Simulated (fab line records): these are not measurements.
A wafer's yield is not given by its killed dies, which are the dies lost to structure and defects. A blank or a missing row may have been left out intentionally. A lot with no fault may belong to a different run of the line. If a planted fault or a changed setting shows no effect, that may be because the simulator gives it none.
fab line records -- flow gf180mcu
record lots=13, wafers=39, lastDay=34
route steps=602 shown STI@1 HV_LDD@185
lots with no fault: from the same line, run without faults
startH: hours from the record's opening day to when the first of the lot's shown wafers began -- waitH: hours from the lot's prior step to this one -- " unchanged from the row above -- L1.1+2: a row that stands for several wafers -- - either no value or no given start -- * or withheld: withheld -- < > ~ a bound
route shown NAME@n: names a module that has steps shown in the file, with the first one's number in the route -- usual: mean/standard deviation taken from wafers without a fault -- same: alike in all rows -- chamber/n: place in a boat -- sites: each site's reading -- _std_site: the standard deviation of these -- _edge_site: outer sites' mean less inner sites' -- radiusMm: for every site, how far away it sits from the centre of the wafer -- mask NAME#n: copy n -- behind: the last tool/chamber to shape the wafer -- hold: reason for holding the lot/hours on hold/outcome of the hold -- device: whichever transistor did not switch (one of n, p or np) -- end of line: tests of these same wafers at the route's end -- a step with no rows: only its recipe -- killed: not the wafer's yield, but the dies lost to structure and defects at the first sort -- map: dies across one wafer; x = killed, . = not, _ = none there
set.NAME: the setting that was run; set.NAME@STEP: the one run at that earlier step -- model.NAME: the simulator's own value behind a step, which no gauge read
route steps across a sampled set of lots; one table per step, one row per wafer
services: the hour from which a tool's chamber was out of use, counted from the record's first day as startH (under 0 if before that day), plus the number of hours and why
## steps
# step GF_STI_BOW_MEAS_00
# recipe mode=bow
# usual INCOMING_BOW=0/6.3
lot.wafer,tool,chamber,startH,waitH,INCOMING_BOW[um]
L826.1,filmMetro-03,-,15.00,-,9
L826.2,filmMetro-03,-,15.00,-,-1
L826.4,filmMetro-03,-,15.00,-,-6
L827.1,filmMetro-03,-,20.00,-,-8
L827.2,filmMetro-03,-,20.00,-,-6
L827.3,filmMetro-03,-,20.00,-,-7
L829.2,filmMetro-02,-,30.02,-,3
L829.3,filmMetro-02,-,30.02,-,-9
L829.5,filmMetro-02,-,30.02,-,4
L833.3,filmMetro-02,-,50.04,-,-3
L833.4,filmMetro-02,-,50.04,-,-6
L833.5,filmMetro-02,-,50.04,-,1
L834.1,filmMetro-02,-,55.00,-,3
L834.2,filmMetro-02,-,55.00,-,6
L834.6,filmMetro-02,-,55.00,-,3
L835.1,filmMetro-03,-,60.00,-,-3
L835.2,filmMetro-03,-,60.00,-,-2
L835.4,filmMetro-03,-,60.00,-,3
L837.3,filmMetro-02,-,70.04,-,2
L837.5,filmMetro-02,-,70.04,-,-4
L837.6,filmMetro-02,-,70.04,-,3
L838.1,filmMetro-01,-,75.00,-,5
L838.3,filmMetro-01,-,75.00,-,-10
L838.6,filmMetro-01,-,75.00,-,8
L843.4,filmMetro-03,-,100.06,-,3
L843.5,filmMetro-03,-,100.06,-,-9
L843.6,filmMetro-03,-,100.06,-,4
L844.1,filmMetro-03,-,105.00,-,7
L844.2,filmMetro-03,-,105.00,-,-10
L844.3,filmMetro-03,-,105.00,-,0
L846.4,filmMetro-01,-,115.06,-,5
L846.5,filmMetro-01,-,115.06,-,7
L846.6,filmMetro-01,-,115.06,-,-9
L847.2,filmMetro-01,-,120.02,-,-2
L847.4,filmMetro-01,-,120.02,-,2
L847.6,filmMetro-01,-,120.02,-,11
L848.1,filmMetro-03,-,125.00,-,2
L848.5,filmMetro-03,-,125.00,-,1
L848.6,filmMetro-03,-,125.00,-,-3
# step GF_STI_CMP_25
# recipe stopOn=Si3N4, tOverpolishS=33, downForcePsi=4, platenRpm=60, targetThkNm=524.6, padVelocityMS=0.94248
# usual motorCurrentA=12.6/1.8, overpolishRunS=33.000/0.0093, timeToEndpointS=127/5.8
lot.wafer,tool,chamber,startH,waitH,motorCurrentA,overpolishRunS,timeToEndpointS
L826.2,cmp-02,2,36.03,0.1,12.3,33.009,127
L826.1,cmp-02,3,36.03,0.1,12.4,32.988,127
L826.4,cmp-02,0,36.03,0.1,9.7,32.997,127
L827.1,cmp-01,0,41.63,0.1,12.6,33.006,123
L827.3,cmp-01,1,41.63,0.1,16.0,32.993,125
L827.2,cmp-01,3,41.63,0.1,14.0,32.988,128
L829.2,cmp-02,1,49.49,0.1,12.3,33.008,125
L829.3,cmp-02,2,49.49,0.1,12.7,32.990,132
L829.5,cmp-02,0,49.49,0.1,9.1,32.997,130
L833.4,cmp-01,3,68.93,0.0,13.4,32.998,132
L833.3,cmp-01,0,68.93,0.0,12.1,33.010,133
L833.5,cmp-01,0,68.93,0.0,13.1,32.979,127
L834.2,cmp-01,3,74.32,0.0,14.5,33.014,128
L834.1,cmp-01,0,74.32,0.0,11.8,32.990,127
L834.6,cmp-01,3,74.32,0.0,14.6,33.010,126
L835.2,cmp-02,0,81.52,0.1,9.3,32.999,134
L835.1,cmp-02,1,81.52,0.1,11.8,32.998,128
L835.4,cmp-02,2,81.52,0.1,12.9,33.009,130
L837.3,cmp-02,1,89.49,0.1,12.5,33.013,124
L837.6,cmp-02,3,89.49,0.1,12.9,33.002,129
L837.5,cmp-02,0,89.49,0.1,9.1,33.011,131
L838.1,cmp-02,2,94.91,0.1,12.0,32.991,132
L838.3,cmp-02,3,94.91,0.1,13.5,33.000,129
L838.6,cmp-02,1,94.91,0.1,12.8,32.993,125
L843.4,cmp-01,1,120.49,0.1,15.7,32.996,122
L843.6,cmp-01,0,120.49,0.1,12.3,32.979,126
L843.5,cmp-01,1,120.49,0.1,16.0,33.025,121
L844.3,cmp-02,1,127.28,0.0,12.6,32.997,132
L844.1,cmp-02,2,127.28,0.0,12.8,33.004,136
L844.2,cmp-02,0,127.28,0.0,9.6,32.999,136
L846.4,cmp-01,3,135.59,0.4,13.8,33.022,123
L846.5,cmp-01,2,135.59,0.4,12.3,32.982,112
L846.6,cmp-01,3,135.59,0.4,14.6,32.990,124
L847.4,cmp-01,2,140.98,0.0,11.6,33.003,116
L847.2,cmp-01,3,140.98,0.0,14.1,33.007,128
L847.6,cmp-01,3,140.98,0.0,13.5,33.002,126
L848.1,cmp-02,2,146.62,0.2,12.3,32.999,137
L848.6,cmp-02,3,146.62,0.2,12.8,33.004,133
L848.5,cmp-02,0,146.62,0.2,9.7,32.996,138
# step GF_HV_LDD_IMPLANT_09
# recipe species=As, energyKev=40, doseCm2=1e+14, tiltDeg=7
# usual beamEnergyKeV=40.000/0.012, doseIonsCm2=1e+14/1e+11, tiltDeg=7.000/0.017
lot.wafer,tool,chamber,startH,waitH,beamEnergyKeV,doseIonsCm2,tiltDeg
L826.1,implanter-03,0,230.49,0.0,40.002,9.991e+13,6.991
L826.2,implanter-03,0,230.49,0.0,40.001,1.0002e+14,6.982
L826.4,implanter-03,0,230.49,0.0,40.005,1.0008e+14,7.032
L827.1,implanter-02,0,233.42,0.0,39.990,1.0011e+14,6.972
L827.2,implanter-02,0,233.42,0.0,39.987,9.995e+13,6.973
L827.3,implanter-02,0,233.42,0.0,39.990,1.0013e+14,6.980
L829.2,implanter-03,0,245.37,0.0,40.017,9.993e+13,6.990
L829.3,implanter-03,0,245.37,0.0,40.013,1.0013e+14,7.017
L829.5,implanter-03,0,245.37,0.0,39.998,1.001e+14,7.016
L833.3,implanter-04,0,271.84,0.1,39.978,1.0007e+14,7.041
L833.4,implanter-04,0,271.84,0.1,39.991,1.0007e+14,7.011
L833.5,implanter-04,0,271.84,0.1,39.995,9.991e+13,7.017
L834.1,implanter-04,0,282.77,0.0,40.004,1.0009e+14,7.004
L834.2,implanter-04,0,282.77,0.0,40.006,1.0001e+14,6.972
L834.6,implanter-04,0,282.77,0.0,40.004,1.0004e+14,7.006
L835.1,implanter-04,0,289.82,0.0,40.016,1.0011e+14,7.035
L835.2,implanter-04,0,289.82,0.0,40.000,9.995e+13,7.018
L835.4,implanter-04,0,289.82,0.0,39.990,1.0016e+14,7.031
L837.3,implanter-03,0,306.79,0.1,39.995,9.995e+13,7.004
L837.5,implanter-03,0,306.79,0.1,39.986,1.0022e+14,6.990
L837.6,implanter-03,0,306.79,0.1,39.995,1e+14,7.000
L838.1,implanter-02,0,308.94,0.0,40.003,1.0005e+14,7.025
L838.3,implanter-02,0,308.94,0.0,40.000,9.99e+13,6.998
L838.6,implanter-02,0,308.94,0.0,40.000,1.001e+14,7.019
L843.4,implanter-04,0,352.04,0.1,39.996,9.993e+13,6.956
L843.5,implanter-04,0,352.04,0.1,40.016,9.996e+13,6.991
L843.6,implanter-04,0,352.04,0.1,40.023,1.0013e+14,6.968
L844.1,implanter-03,0,359.77,0.0,40.013,9.54e+13,7.005
L844.2,implanter-03,0,359.77,0.0,40.019,9.545e+13,6.986
L844.3,implanter-03,0,359.77,0.0,40.018,9.563e+13,7.014
L846.4,implanter-03,0,369.74,0.1,40.010,9.54e+13,6.997
L846.5,implanter-03,0,369.74,0.1,40.001,9.557e+13,6.992
L846.6,implanter-03,0,369.74,0.1,40.004,9.547e+13,7.011
L847.2,implanter-03,0,378.59,0.0,40.016,9.542e+13,6.990
L847.4,implanter-03,0,378.59,0.0,40.019,9.539e+13,6.982
L847.6,implanter-03,0,378.59,0.0,40.019,9.546e+13,7.007
L848.1,implanter-02,0,384.87,0.0,39.969,1.0002e+14,6.974
L848.5,implanter-02,0,384.87,0.0,39.985,9.997e+13,6.997
L848.6,implanter-02,0,384.87,0.0,39.978,1.0007e+14,6.971
# step GF_HV_LDD_OVL_MEAS_47
# usual HV_LDD_03_OVL=-0.7/1.4
lot.wafer,tool,chamber,startH,waitH,HV_LDD_03_OVL[nm]
L826.1,overlay-02,-,288.90,0.1,0.4
L826.2,overlay-02,-,288.90,0.1,-0.2
L826.4,overlay-02,-,288.90,0.1,1.6
L827.1,overlay-02,-,290.80,0.1,-1.0
L827.2,overlay-02,-,290.80,0.1,0.3
L827.3,overlay-02,-,290.80,0.1,0.9
L829.2,overlay-02,-,304.31,0.1,-0.5
L829.3,overlay-02,-,304.31,0.1,-1.5
L829.5,overlay-02,-,304.31,0.1,-1.8
L833.3,overlay-02,-,332.57,0.1,-3.3
L833.4,overlay-02,-,332.57,0.1,-3.6
L833.5,overlay-02,-,332.57,0.1,-3.4
L834.1,overlay-01,-,345.23,0.1,0.4
L834.2,overlay-01,-,345.23,0.1,-0.6
L834.6,overlay-01,-,345.23,0.1,-0.7
L835.1,overlay-01,-,353.03,0.1,1.3
L835.2,overlay-01,-,353.03,0.1,0.8
L835.4,overlay-01,-,353.03,0.1,-0.2
L837.3,overlay-01,-,371.72,0.1,-2.6
L837.5,overlay-01,-,371.72,0.1,-1.9
L837.6,overlay-01,-,371.72,0.1,-2.2
L838.1,overlay-01,-,374.83,0.1,-1.4
L838.3,overlay-01,-,374.83,0.1,-1.2
L838.6,overlay-01,-,374.83,0.1,0.0
L843.4,overlay-01,-,420.47,0.1,-0.6
L843.5,overlay-01,-,420.47,0.1,0.4
L843.6,overlay-01,-,420.47,0.1,-2.2
L844.1,overlay-01,-,429.28,0.1,-0.9
L844.2,overlay-01,-,429.28,0.1,-1.2
L844.3,overlay-01,-,429.28,0.1,-0.3
L846.4,overlay-01,-,439.75,0.1,-1.6
L846.5,overlay-01,-,439.75,0.1,-0.4
L846.6,overlay-01,-,439.75,0.1,-2.3
L847.2,overlay-02,-,449.34,0.1,-2.1
L847.4,overlay-02,-,449.34,0.1,-2.6
L847.6,overlay-02,-,449.34,0.1,-3.0
L848.1,overlay-02,-,456.90,0.1,-1.8
L848.5,overlay-02,-,456.90,0.1,-2.1
L848.6,overlay-02,-,456.90,0.1,-0.8
# step GF_HV_LDD_RS_MEAS_53
# recipe thkMeasGauge=four-point-probe
# usual HV_LDD_RS=418.6/1
lot.wafer,tool,chamber,startH,waitH,HV_LDD_RS[ohm/sq]
L826.1,filmMetro-04,-,289.45,0.1,419.4
L826.2,filmMetro-04,-,289.45,0.1,419.0
L826.4,filmMetro-04,-,289.45,0.1,419.8
L827.1,filmMetro-04,-,291.32,0.1,419.5
L827.2,filmMetro-04,-,291.32,0.1,419.2
L827.3,filmMetro-04,-,291.32,0.1,418.8
L829.2,filmMetro-04,-,304.79,0.1,417.9
L829.3,filmMetro-04,-,304.79,0.1,418.8
L829.5,filmMetro-04,-,304.79,0.1,417.7
L833.3,filmMetro-03,-,333.06,0.1,417.9
L833.4,filmMetro-03,-,333.06,0.1,418.5
L833.5,filmMetro-03,-,333.06,0.1,418.5
L834.1,filmMetro-01,-,345.70,0.1,420.3
L834.2,filmMetro-01,-,345.70,0.1,418.9
L834.6,filmMetro-01,-,345.70,0.1,419.4
L835.1,filmMetro-01,-,353.49,0.1,418.2
L835.2,filmMetro-01,-,353.49,0.1,417.7
L835.4,filmMetro-01,-,353.49,0.1,418.4
L837.3,filmMetro-04,-,372.26,0.1,417.9
L837.5,filmMetro-04,-,372.26,0.1,418.8
L837.6,filmMetro-04,-,372.26,0.1,417.3
L838.1,filmMetro-01,-,375.30,0.1,419.0
L838.3,filmMetro-01,-,375.30,0.1,418.3
L838.6,filmMetro-01,-,375.30,0.1,417.7
L843.4,filmMetro-03,-,420.98,0.1,418.9
L843.5,filmMetro-03,-,420.98,0.1,419.2
L843.6,filmMetro-03,-,420.98,0.1,418.8
L844.1,filmMetro-04,-,429.75,0.1,426.2
L844.2,filmMetro-04,-,429.75,0.1,427.2
L844.3,filmMetro-04,-,429.75,0.1,427.9
L846.4,filmMetro-01,-,440.26,0.1,425.3
L846.5,filmMetro-01,-,440.26,0.1,426.2
L846.6,filmMetro-01,-,440.26,0.1,425.2
L847.2,filmMetro-04,-,449.82,0.1,427.1
L847.4,filmMetro-04,-,449.82,0.1,426.6
L847.6,filmMetro-04,-,449.82,0.1,427.2
L848.1,filmMetro-04,-,457.36,0.1,418.7
L848.5,filmMetro-04,-,457.36,0.1,419.3
L848.6,filmMetro-04,-,457.36,0.1,418.4
## services
tool,chamber,startH,hours,kind
implanter-03,-,19.03,3.0,pm
cmp-01,-,33.97,6.9,pm
implanter-03,-,42.61,39.4,repair
implanter-03,-,54.36,2.6,repair
cmp-01,-,64.43,4.0,pm
cmp-01,-,86.88,1.3,repair
implanter-03,-,99.83,1.6,repair
cmp-02,-,104.85,1.5,repair
cmp-02,-,129.01,0.4,repair
cmp-01,-,145.77,1.5,repair
cmp-02,-,150.41,0.3,repair
cmp-02,-,155.27,8.2,pm
cmp-02,-,163.65,2.4,repair
cmp-02,-,186.91,5.3,repair
cmp-02,-,192.21,9.8,pm
cmp-02,-,199.36,2.3,repair
cmp-02,-,202.96,2.1,repair
cmp-02,-,232.06,4.0,pm
cmp-02,-,236.06,8.7,pm
cmp-02,-,265.14,8.4,repair
cmp-02,-,325.14,2.5,repair
cmp-02,-,337.94,2.1,repair
cmp-02,-,363.29,1.1,repair
cmp-02,-,365.38,1.1,repair
## key
firstSign step=GF_HV_LDD_IMPLANT_09, reading=doseIonsCm2, direction=down, sigmas=44, usual=1e+14, struck=9.547e+13
effect step=GF_HV_LDD_RS_MEAS_53, reading=HV_LDD_RS, direction=up, sigmas=7.8, usual=418.6, struck=426.5
metAt GF_HV_LDD_IMPLANT_09
struckLots L844,L846,L847
testerLeftOut L844,L846,L847
notActingAt GF_STI_BOW_MEAS_00,GF_STI_CMP_25,GF_HV_LDD_OVL_MEAS_47
onsetBetween 306.79 359.77
fault kind=processParameterDrift, tool=implanter-03, chamber=-, onsetH=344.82, steps=GF_HV_LDD_IMPLANT_09, channel=doseCm2, offset=-4.4612e+12, shape=step, endH=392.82, actsIn=theseRecipesOnly, stated=1e+14
# testerLeftOut: of these lots the tester's yield and bins aren't shown, on N5 and GAA mostly nor the transistor test; their killed dies are dies lost to structure and defects alone, not to doping, threshold or leakage, so they don't give the yield
